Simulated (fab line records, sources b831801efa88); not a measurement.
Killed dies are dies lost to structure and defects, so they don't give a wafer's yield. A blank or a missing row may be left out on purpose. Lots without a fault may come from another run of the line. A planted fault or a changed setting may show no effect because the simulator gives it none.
Chamber matching | flow gf180mcu | GF_V5_CMP_26 on cmp-01: 4 sister chambers
The step polishes, stops on SiO2, t overpolish 15 s, target thk 0 nm. 14 wafers are shown with their chamber, then 7 later ones without.

WAFERS WITH THEIR CHAMBER
wafer  | chamber | motor_current_A (A) | time_to_endpoint_s (s) | platen_rpm (rpm)
L886.1 | 3       | 12.2                | 85                     | 60.03
L886.3 | 0       | 11.0                | 87                     | 60.00
L886.4 | 1       | 9.5                 | 84                     | 60.07
L888.3 | 1       | 10.0                | 81                     | 60.05
L888.4 | 0       | 10.9                | 93                     | 60.04
L888.5 | 1       | 9.9                 | 83                     | 60.03
L894.1 | 1       | 10.2                | 76                     | 60.02
L894.3 | 3       | 12.2                | 80                     | 59.98
L894.6 | 3       | 11.8                | 81                     | 59.98
L897.1 | 0       | 11.7                | 90                     | 60.06
L897.2 | 1       | 9.7                 | 85                     | 60.01
L897.6 | 3       | 11.7                | 83                     | 60.04
L901.1 | 1       | 10.0                | 76                     | 60.11
L901.2 | 2       | 11.3                | 84                     | 60.07

SIGNATURES (means of the wafers above)
reading            | chamber 0 | chamber 1 | chamber 2 | chamber 3 | scatter within a chamber
motor_current_A    | 11.200    | 9.883     | 11.300    | 11.975    | 0.299
time_to_endpoint_s | 90.00     | 80.83     | 84.00     | 82.25     | 3.34
platen_rpm         | 60.0333   | 60.0483   | 60.0700   | 60.0075   | 0.0344
Rule: a wafer's distance from a chamber is the root of the sum, over the readings, of the square of ((its reading less the chamber's mean) divided by the reading's scatter). The wafer belongs to the nearest chamber; if the next one is less than 2 further off, it can't be placed. The scatter: the root of (the sum of the squares of (reading less its chamber's mean) over the shown wafers, divided by (wafers less chambers)).

WAFERS WITHOUT THEIR CHAMBER
wafer  | motor_current_A (A) | time_to_endpoint_s (s) | platen_rpm (rpm)
L901.3 | 11.4                | 79                     | 59.99
L904.4 | 11.1                | 91                     | 59.97
L904.5 | 11.4                | 84                     | 59.92
L904.6 | 12.1                | 85                     | 59.92
L908.1 | 11.2                | 93                     | 60.05
L908.3 | 12.0                | 81                     | 59.91
L908.5 | 10.1                | 82                     | 59.92

WHICH CHAMBER EACH WENT THROUGH
wafer  | from the rows above          | in truth
L901.3 | can't be placed: 3 or 2 or 0 | 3
L904.4 | can't be placed: 0 or 2      | 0
L904.5 | can't be placed: 3 or 0 or 2 | 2
L904.6 | can't be placed: 3 or 0      | 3
L908.1 | can't be placed: 0 or 2      | 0
L908.3 | 3                            | 3
L908.5 | can't be placed: 1 or 0      | 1
Placed correctly: 1 of 7. Can't be placed from these rows: 6 (the true chamber is among the candidates in 6). Placed wrongly: 0.
